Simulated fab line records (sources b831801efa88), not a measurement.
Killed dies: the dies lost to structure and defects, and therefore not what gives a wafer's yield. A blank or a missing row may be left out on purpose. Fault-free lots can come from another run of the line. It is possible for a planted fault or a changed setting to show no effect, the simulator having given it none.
Which tool was responsible? || flow gf180mcu || 15 lots, 45 wafers sampled, at 6 steps of a route of 602

WHAT THE GAUGES SHOWED, per wafer
GF_PASSIVATION_BOW_MEAS_14.
{"lot": "L611", "measured": "day 29 02:21", "on": "film_metro-02", "PASSIVATION_BOW (um)": "138 152 134"}
{"lot": "L612", "measured": "day 29 09:17", "on": "film_metro-03", "PASSIVATION_BOW (um)": "161 162 149"}
{"lot": "L613", "measured": "day 29 16:53", "on": "film_metro-02", "PASSIVATION_BOW (um)": "133 133 136"}
{"lot": "L614", "measured": "day 30 00:18", "on": "film_metro-01", "PASSIVATION_BOW (um)": "131 127 130"}
{"lot": "L615", "measured": "day 30 09:10", "on": "film_metro-03", "PASSIVATION_BOW (um)": "132 136 139"}
{"lot": "L616", "measured": "day 30 18:04", "on": "film_metro-03", "PASSIVATION_BOW (um)": "99 106 109"}
{"lot": "L617", "measured": "day 31 04:23", "on": "film_metro-02", "PASSIVATION_BOW (um)": "88 95 92"}
{"lot": "L618", "measured": "day 31 05:13", "on": "film_metro-03", "PASSIVATION_BOW (um)": "103 91 96"}
{"lot": "L626", "measured": "day 33 09:10", "on": "film_metro-01", "PASSIVATION_BOW (um)": "128 136 138"}
{"lot": "L627", "measured": "day 33 18:12", "on": "film_metro-02", "PASSIVATION_BOW (um)": "144 137 147"}
{"lot": "L630", "measured": "day 34 07:03", "on": "film_metro-01", "PASSIVATION_BOW (um)": "138 139 144"}
{"lot": "L631", "measured": "day 34 11:46", "on": "film_metro-03", "PASSIVATION_BOW (um)": "145 135 125"}
{"lot": "L632", "measured": "day 34 16:58", "on": "film_metro-03", "PASSIVATION_BOW (um)": "138 140 141"}
{"lot": "L633", "measured": "day 34 22:26", "on": "film_metro-02", "PASSIVATION_BOW (um)": "131 138 140"}
{"lot": "L634", "measured": "day 35 06:25", "on": "film_metro-03", "PASSIVATION_BOW (um)": "141 134 138"}

WHICH TOOL RAN EACH LOT (tool, then ch and the chambers of the sampled wafers, then the start)
{"lot": "L611", "GF_V5_CMP_04": "cmp-01 ch 1,2, day 26 09:49", "GF_PASSIVATION_CVD_00": "pecvd-04 ch 0,1,2, day 28 04:56", "GF_PASSIVATION_CVD_02": "pecvd-01 ch 0,1,2, day 28 05:11", "GF_PASSIVATION_ETCH_11": "rie_diel-01 ch 0,1,2, day 29 00:27", "GF_PASSIVATION_STRIP_12": "plasma_asher-04 ch 0,1, day 29 00:43"}
{"lot": "L612", "GF_V5_CMP_04": "cmp-01 ch 1,2,3, day 26 16:38", "GF_PASSIVATION_CVD_00": "pecvd-02 ch 0,1,2, day 28 12:04", "GF_PASSIVATION_CVD_02": "pecvd-04 ch 0,1,2, day 28 12:12", "GF_PASSIVATION_ETCH_11": "rie_diel-04 ch 1,2,3, day 29 07:27", "GF_PASSIVATION_STRIP_12": "plasma_asher-03 ch 0,1, day 29 07:41"}
{"lot": "L613", "GF_V5_CMP_04": "cmp-02 ch 0,1,3, day 27 00:43", "GF_PASSIVATION_CVD_00": "pecvd-04 ch 1,2, day 28 19:37", "GF_PASSIVATION_CVD_02": "pecvd-02 ch 0,1,2, day 28 19:46", "GF_PASSIVATION_ETCH_11": "rie_diel-04 ch 0,2, day 29 15:03", "GF_PASSIVATION_STRIP_12": "plasma_asher-03 ch 0,1, day 29 15:17"}
{"lot": "L614", "GF_V5_CMP_04": "cmp-01 ch 0,1,2, day 27 09:30", "GF_PASSIVATION_CVD_00": "pecvd-02 ch 1,2, day 29 03:29", "GF_PASSIVATION_CVD_02": "pecvd-01 ch 0,1, day 29 03:37", "GF_PASSIVATION_ETCH_11": "rie_diel-01 ch 0,2, day 29 22:24", "GF_PASSIVATION_STRIP_12": "plasma_asher-02 ch 0,1, day 29 22:38"}
{"lot": "L615", "GF_V5_CMP_04": "cmp-02 ch 0,1, day 27 19:04", "GF_PASSIVATION_CVD_00": "pecvd-01 ch 0,2, day 29 12:16", "GF_PASSIVATION_CVD_02": "pecvd-04 ch 0,2, day 29 12:24", "GF_PASSIVATION_ETCH_11": "rie_diel-01 ch 0,1,3, day 30 07:19", "GF_PASSIVATION_STRIP_12": "plasma_asher-04 ch 0,1, day 30 07:33"}
{"lot": "L616", "GF_V5_CMP_04": "cmp-02 ch 2,3, day 28 04:36", "GF_PASSIVATION_CVD_00": "pecvd-02 ch 0,1, day 29 20:49", "GF_PASSIVATION_CVD_02": "pecvd-04 ch 0,1,2, day 29 20:57", "GF_PASSIVATION_ETCH_11": "rie_diel-04 ch 1,3, day 30 16:12", "GF_PASSIVATION_STRIP_12": "plasma_asher-02 ch 0,1, day 30 16:26"}
{"lot": "L617", "GF_V5_CMP_04": "cmp-01 ch 1,2,3, day 28 13:51", "GF_PASSIVATION_CVD_00": "pecvd-04 ch 0,1, day 30 07:45", "GF_PASSIVATION_CVD_02": "pecvd-02 ch 0,2, day 30 07:53", "GF_PASSIVATION_ETCH_11": "rie_diel-04 ch 0,1, day 31 02:33", "GF_PASSIVATION_STRIP_12": "plasma_asher-02 ch 0,1, day 31 02:47"}
{"lot": "L618", "GF_V5_CMP_04": "cmp-01 ch 0,2,3, day 28 14:36", "GF_PASSIVATION_CVD_00": "pecvd-01 ch 0,2, day 30 08:00", "GF_PASSIVATION_CVD_02": "pecvd-04 ch 0,1,2, day 30 08:08", "GF_PASSIVATION_ETCH_11": "rie_diel-02 ch 0,1,3, day 31 02:34", "GF_PASSIVATION_STRIP_12": "plasma_asher-03 ch 0,1, day 31 02:48"}
{"lot": "L626", "GF_V5_CMP_04": "cmp-01 ch 0,3, day 31 02:32", "GF_PASSIVATION_CVD_00": "pecvd-01 ch 0,1, day 32 15:23", "GF_PASSIVATION_CVD_02": "pecvd-04 ch 1,2, day 32 15:32", "GF_PASSIVATION_ETCH_11": "rie_diel-02 ch 0,1,3, day 33 07:19", "GF_PASSIVATION_STRIP_12": "plasma_asher-02 ch 0,1, day 33 07:33"}
{"lot": "L627", "GF_V5_CMP_04": "cmp-02 ch 0,2,3, day 31 11:30", "GF_PASSIVATION_CVD_00": "pecvd-04 ch 0,1, day 32 23:54", "GF_PASSIVATION_CVD_02": "pecvd-01 ch 0,1,2, day 33 00:08", "GF_PASSIVATION_ETCH_11": "rie_diel-02 ch 1,2, day 33 16:22", "GF_PASSIVATION_STRIP_12": "plasma_asher-03 ch 0,1, day 33 16:36"}
{"lot": "L630", "GF_V5_CMP_04": "cmp-02 ch 1,2,3, day 32 03:24", "GF_PASSIVATION_CVD_00": "pecvd-04 ch 0,1,2, day 33 13:44", "GF_PASSIVATION_CVD_02": "pecvd-02 ch 0,1, day 33 13:52", "GF_PASSIVATION_ETCH_11": "rie_diel-01 ch 0,1,3, day 34 05:13", "GF_PASSIVATION_STRIP_12": "plasma_asher-04 ch 0,1, day 34 05:27"}
{"lot": "L631", "GF_V5_CMP_04": "cmp-01 ch 0,2,3, day 32 08:00", "GF_PASSIVATION_CVD_00": "pecvd-01 ch 1,2, day 33 18:05", "GF_PASSIVATION_CVD_02": "pecvd-04 ch 0,1, day 33 18:14", "GF_PASSIVATION_ETCH_11": "rie_diel-01 ch 1,2, day 34 09:55", "GF_PASSIVATION_STRIP_12": "plasma_asher-03 ch 0,1, day 34 10:09"}
{"lot": "L632", "GF_V5_CMP_04": "cmp-02 ch 0,1,3, day 32 13:10", "GF_PASSIVATION_CVD_00": "pecvd-02 ch 0,1, day 33 23:35", "GF_PASSIVATION_CVD_02": "pecvd-04 ch 0,1, day 33 23:44", "GF_PASSIVATION_ETCH_11": "rie_diel-01 ch 0,1,3, day 34 15:00", "GF_PASSIVATION_STRIP_12": "plasma_asher-04 ch 0,1, day 34 15:14"}
{"lot": "L633", "GF_V5_CMP_04": "cmp-02 ch 0,2,3, day 32 18:15", "GF_PASSIVATION_CVD_00": "pecvd-04 ch 0,1,2, day 34 05:37", "GF_PASSIVATION_CVD_02": "pecvd-01 ch 0,1, day 34 05:46", "GF_PASSIVATION_ETCH_11": "rie_diel-01 ch 0,2,3, day 34 20:33", "GF_PASSIVATION_STRIP_12": "plasma_asher-04 ch 0,1, day 34 20:49"}
{"lot": "L634", "GF_V5_CMP_04": "cmp-02 ch 2,3, day 33 04:44", "GF_PASSIVATION_CVD_00": "pecvd-01 ch 1,2, day 34 14:10", "GF_PASSIVATION_CVD_02": "pecvd-02 ch 0,2, day 34 14:19", "GF_PASSIVATION_ETCH_11": "rie_diel-04 ch 1,2, day 35 04:34", "GF_PASSIVATION_STRIP_12": "plasma_asher-02 ch 0,1, day 35 04:48"}
- GF_V5_CMP_04: polishes SiO2.
- GF_PASSIVATION_CVD_00: deposits SiO2 from TEOS, target thk 1000 nm, time 111.95 s.
- GF_PASSIVATION_CVD_02: deposits Si3N4, target thk 700 nm, time 486.18 s.
- GF_PASSIVATION_ETCH_11: etches the open film in CF4/O2, stops on TiN, target depth 1800 nm, time 400 s.
- GF_PASSIVATION_STRIP_12: strips in O2/N2.

AS READ BY THE TOOLS THEMSELVES (means over the sampled wafers that have a number; for cases with no such wafer, the mark the record gives instead)
GF_V5_CMP_04.
{"lot": "L611", "tool": "cmp-01", "motor_current_A (A)": 11.9, "slurry_filter_dp_kPa (kPa)": 13.58}
{"lot": "L612", "tool": "cmp-01", "motor_current_A (A)": 12.5, "slurry_filter_dp_kPa (kPa)": 13.40}
{"lot": "L613", "tool": "cmp-02", "motor_current_A (A)": 12.3, "slurry_filter_dp_kPa (kPa)": 13.35}
{"lot": "L614", "tool": "cmp-01", "motor_current_A (A)": 11.8, "slurry_filter_dp_kPa (kPa)": 13.60}
{"lot": "L615", "tool": "cmp-02", "motor_current_A (A)": 11.3, "slurry_filter_dp_kPa (kPa)": 13.59}
{"lot": "L616", "tool": "cmp-02", "motor_current_A (A)": 12.6, "slurry_filter_dp_kPa (kPa)": 13.43}
{"lot": "L617", "tool": "cmp-01", "motor_current_A (A)": 12.3, "slurry_filter_dp_kPa (kPa)": 13.53}
{"lot": "L618", "tool": "cmp-01", "motor_current_A (A)": 11.9, "slurry_filter_dp_kPa (kPa)": 13.54}
{"lot": "L626", "tool": "cmp-01", "motor_current_A (A)": 12.4, "slurry_filter_dp_kPa (kPa)": 13.63}
{"lot": "L627", "tool": "cmp-02", "motor_current_A (A)": 12.8, "slurry_filter_dp_kPa (kPa)": 13.56}
{"lot": "L630", "tool": "cmp-02", "motor_current_A (A)": 12.0, "slurry_filter_dp_kPa (kPa)": 13.43}
{"lot": "L631", "tool": "cmp-01", "motor_current_A (A)": 12.2, "slurry_filter_dp_kPa (kPa)": 13.66}
{"lot": "L632", "tool": "cmp-02", "motor_current_A (A)": 12.3, "slurry_filter_dp_kPa (kPa)": 13.42}
{"lot": "L633", "tool": "cmp-02", "motor_current_A (A)": 12.2, "slurry_filter_dp_kPa (kPa)": 13.60}
{"lot": "L634", "tool": "cmp-02", "motor_current_A (A)": 12.1, "slurry_filter_dp_kPa (kPa)": 13.47}

GF_PASSIVATION_CVD_00.
{"lot": "L611", "tool": "pecvd-04", "heater_power_outer_w (W)": 344, "heater_power_w (W)": 577}
{"lot": "L612", "tool": "pecvd-02", "heater_power_outer_w (W)": 287, "heater_power_w (W)": 522}
{"lot": "L613", "tool": "pecvd-04", "heater_power_outer_w (W)": 369, "heater_power_w (W)": 607}
{"lot": "L614", "tool": "pecvd-02", "heater_power_outer_w (W)": 254, "heater_power_w (W)": 465}
{"lot": "L615", "tool": "pecvd-01", "heater_power_outer_w (W)": 338, "heater_power_w (W)": 640}
{"lot": "L616", "tool": "pecvd-02", "heater_power_outer_w (W)": "-", "heater_power_w (W)": "-"}
{"lot": "L617", "tool": "pecvd-04", "heater_power_outer_w (W)": "-", "heater_power_w (W)": "-"}
{"lot": "L618", "tool": "pecvd-01", "heater_power_outer_w (W)": "-", "heater_power_w (W)": "-"}
{"lot": "L626", "tool": "pecvd-01", "heater_power_outer_w (W)": 385, "heater_power_w (W)": 676}
{"lot": "L627", "tool": "pecvd-04", "heater_power_outer_w (W)": 372, "heater_power_w (W)": 620}
{"lot": "L630", "tool": "pecvd-04", "heater_power_outer_w (W)": 311, "heater_power_w (W)": 558}
{"lot": "L631", "tool": "pecvd-01", "heater_power_outer_w (W)": 286, "heater_power_w (W)": 522}
{"lot": "L632", "tool": "pecvd-02", "heater_power_outer_w (W)": 222, "heater_power_w (W)": 426}
{"lot": "L633", "tool": "pecvd-04", "heater_power_outer_w (W)": 342, "heater_power_w (W)": 586}
{"lot": "L634", "tool": "pecvd-01", "heater_power_outer_w (W)": 318, "heater_power_w (W)": 588}

GF_PASSIVATION_CVD_02.
{"lot": "L611", "tool": "pecvd-01", "heater_power_outer_w (W)": 384, "heater_power_w (W)": 680}
{"lot": "L612", "tool": "pecvd-04", "heater_power_outer_w (W)": 351, "heater_power_w (W)": 590}
{"lot": "L613", "tool": "pecvd-02", "heater_power_outer_w (W)": 287, "heater_power_w (W)": 525}
{"lot": "L614", "tool": "pecvd-01", "heater_power_outer_w (W)": 427, "heater_power_w (W)": 728}
{"lot": "L615", "tool": "pecvd-04", "heater_power_outer_w (W)": 321, "heater_power_w (W)": 572}
{"lot": "L616", "tool": "pecvd-04", "heater_power_outer_w (W)": 360, "heater_power_w (W)": 610}
{"lot": "L617", "tool": "pecvd-02", "heater_power_outer_w (W)": 330, "heater_power_w (W)": 601}
{"lot": "L618", "tool": "pecvd-04", "heater_power_outer_w (W)": 365, "heater_power_w (W)": 605}
{"lot": "L626", "tool": "pecvd-04", "heater_power_outer_w (W)": 404, "heater_power_w (W)": 645}
{"lot": "L627", "tool": "pecvd-01", "heater_power_outer_w (W)": 393, "heater_power_w (W)": 691}
{"lot": "L630", "tool": "pecvd-02", "heater_power_outer_w (W)": 277, "heater_power_w (W)": 490}
{"lot": "L631", "tool": "pecvd-04", "heater_power_outer_w (W)": 411, "heater_power_w (W)": 684}
{"lot": "L632", "tool": "pecvd-04", "heater_power_outer_w (W)": 431, "heater_power_w (W)": 708}
{"lot": "L633", "tool": "pecvd-01", "heater_power_outer_w (W)": 327, "heater_power_w (W)": 604}
{"lot": "L634", "tool": "pecvd-02", "heater_power_outer_w (W)": 346, "heater_power_w (W)": 613}

GF_PASSIVATION_ETCH_11.
{"lot": "L611", "tool": "rie_diel-01", "drypump_motor_current_A (A)": 6.0, "oes_product_au (a.u.)": 0.960, "throttle_valve_pct (%)": 5.965}
{"lot": "L612", "tool": "rie_diel-04", "drypump_motor_current_A (A)": 5.2, "oes_product_au (a.u.)": 0.955, "throttle_valve_pct (%)": 5.956}
{"lot": "L613", "tool": "rie_diel-04", "drypump_motor_current_A (A)": 6.3, "oes_product_au (a.u.)": 0.959, "throttle_valve_pct (%)": 5.961}
{"lot": "L614", "tool": "rie_diel-01", "drypump_motor_current_A (A)": 5.7, "oes_product_au (a.u.)": 0.967, "throttle_valve_pct (%)": 5.963}
{"lot": "L615", "tool": "rie_diel-01", "drypump_motor_current_A (A)": 6.0, "oes_product_au (a.u.)": 0.969, "throttle_valve_pct (%)": 5.953}
{"lot": "L616", "tool": "rie_diel-04", "drypump_motor_current_A (A)": 5.1, "oes_product_au (a.u.)": 0.987, "throttle_valve_pct (%)": 5.960}
{"lot": "L617", "tool": "rie_diel-04", "drypump_motor_current_A (A)": 5.6, "oes_product_au (a.u.)": 0.978, "throttle_valve_pct (%)": 5.972}
{"lot": "L618", "tool": "rie_diel-02", "drypump_motor_current_A (A)": 5.6, "oes_product_au (a.u.)": 0.989, "throttle_valve_pct (%)": 5.968}
{"lot": "L626", "tool": "rie_diel-02", "drypump_motor_current_A (A)": 5.6, "oes_product_au (a.u.)": 0.970, "throttle_valve_pct (%)": 5.956}
{"lot": "L627", "tool": "rie_diel-02", "drypump_motor_current_A (A)": 5.9, "oes_product_au (a.u.)": 0.962, "throttle_valve_pct (%)": 5.961}
{"lot": "L630", "tool": "rie_diel-01", "drypump_motor_current_A (A)": 6.0, "oes_product_au (a.u.)": 0.960, "throttle_valve_pct (%)": 5.963}
{"lot": "L631", "tool": "rie_diel-01", "drypump_motor_current_A (A)": 6.3, "oes_product_au (a.u.)": 0.962, "throttle_valve_pct (%)": 5.959}
{"lot": "L632", "tool": "rie_diel-01", "drypump_motor_current_A (A)": 6.0, "oes_product_au (a.u.)": 0.959, "throttle_valve_pct (%)": 5.957}
{"lot": "L633", "tool": "rie_diel-01", "drypump_motor_current_A (A)": 5.8, "oes_product_au (a.u.)": 0.955, "throttle_valve_pct (%)": 5.957}
{"lot": "L634", "tool": "rie_diel-04", "drypump_motor_current_A (A)": 5.3, "oes_product_au (a.u.)": 0.963, "throttle_valve_pct (%)": 5.962}

GF_PASSIVATION_STRIP_12.
{"lot": "L611", "tool": "plasma_asher-04", "drypump_motor_current_A (A)": 5.5, "heater_power_w (W)": 323, "oes_product_au (a.u.)": 0.716, "strip_time_to_endpoint_s (s)": 34.7}
{"lot": "L612", "tool": "plasma_asher-03", "drypump_motor_current_A (A)": 6.5, "heater_power_w (W)": 352, "oes_product_au (a.u.)": 0.715, "strip_time_to_endpoint_s (s)": 34.5}
{"lot": "L613", "tool": "plasma_asher-03", "drypump_motor_current_A (A)": 6.5, "heater_power_w (W)": 349, "oes_product_au (a.u.)": 0.717, "strip_time_to_endpoint_s (s)": 35.0}
{"lot": "L614", "tool": "plasma_asher-02", "drypump_motor_current_A (A)": 5.9, "heater_power_w (W)": 322, "oes_product_au (a.u.)": 0.719, "strip_time_to_endpoint_s (s)": 34.8}
{"lot": "L615", "tool": "plasma_asher-04", "drypump_motor_current_A (A)": 5.4, "heater_power_w (W)": 323, "oes_product_au (a.u.)": 0.716, "strip_time_to_endpoint_s (s)": 34.4}
{"lot": "L616", "tool": "plasma_asher-02", "drypump_motor_current_A (A)": 5.9, "heater_power_w (W)": 317, "oes_product_au (a.u.)": 0.719, "strip_time_to_endpoint_s (s)": 34.4}
{"lot": "L617", "tool": "plasma_asher-02", "drypump_motor_current_A (A)": 6.0, "heater_power_w (W)": 323, "oes_product_au (a.u.)": 0.719, "strip_time_to_endpoint_s (s)": 34.7}
{"lot": "L618", "tool": "plasma_asher-03", "drypump_motor_current_A (A)": 6.5, "heater_power_w (W)": 350, "oes_product_au (a.u.)": 0.720, "strip_time_to_endpoint_s (s)": 34.8}
{"lot": "L626", "tool": "plasma_asher-02", "drypump_motor_current_A (A)": 5.9, "heater_power_w (W)": 316, "oes_product_au (a.u.)": 0.720, "strip_time_to_endpoint_s (s)": 34.7}
{"lot": "L627", "tool": "plasma_asher-03", "drypump_motor_current_A (A)": 6.3, "heater_power_w (W)": 301, "oes_product_au (a.u.)": 0.715, "strip_time_to_endpoint_s (s)": 35.1}
{"lot": "L630", "tool": "plasma_asher-04", "drypump_motor_current_A (A)": 5.5, "heater_power_w (W)": 327, "oes_product_au (a.u.)": 0.722, "strip_time_to_endpoint_s (s)": 34.8}
{"lot": "L631", "tool": "plasma_asher-03", "drypump_motor_current_A (A)": 6.3, "heater_power_w (W)": 297, "oes_product_au (a.u.)": 0.720, "strip_time_to_endpoint_s (s)": 34.5}
{"lot": "L632", "tool": "plasma_asher-04", "drypump_motor_current_A (A)": 5.8, "heater_power_w (W)": 340, "oes_product_au (a.u.)": 0.717, "strip_time_to_endpoint_s (s)": 34.8}
{"lot": "L633", "tool": "plasma_asher-04", "drypump_motor_current_A (A)": 5.5, "heater_power_w (W)": 328, "oes_product_au (a.u.)": 0.720, "strip_time_to_endpoint_s (s)": 35.1}
{"lot": "L634", "tool": "plasma_asher-02", "drypump_motor_current_A (A)": 5.9, "heater_power_w (W)": 308, "oes_product_au (a.u.)": 0.722, "strip_time_to_endpoint_s (s)": 34.4}

THE ANSWER, worked out from the rows above alone
Rule: the lots themselves supply what counts as usual. Put in order of their means at a reading, lots are off if they are a third of the lots or fewer, leave a main group of 4 or more, and stand apart from it by a gap of 3 or more times the standard deviation of the main group's means; of several such gaps the widest counts. A main group is skipped when, at the precision printed for the reading in the tables above, its means are all equal. A lot without any number at a reading at which 4 lots or more have one is off too. Where the step has rows for the other lots, those lots are counted as sound. After the gauges, taken in route order, come the tools' own readings; for these a lot's mean is taken, as printed above. At the first step where some lot is off, the reading lying furthest off is the one used; lots without a number count as furthest.
Off: L616, L617, L618, at GF_PASSIVATION_BOW_MEAS_14 (PASSIVATION_BOW). The main group has a mean of 139 um with a standard deviation of 6.7.
If a tool, at a process step before that reading, ran all the lots that are off and no sound lot after the first of them, it fits. Not tried: the gauges at GF_PASSIVATION_BOW_MEAS_14; whatever is off there is also off at GF_PASSIVATION_CVD_00, on other tools, and gauge error can't account for it. Not one of the candidates tried fits.

WHAT THE SIMULATOR HAD INSERTED
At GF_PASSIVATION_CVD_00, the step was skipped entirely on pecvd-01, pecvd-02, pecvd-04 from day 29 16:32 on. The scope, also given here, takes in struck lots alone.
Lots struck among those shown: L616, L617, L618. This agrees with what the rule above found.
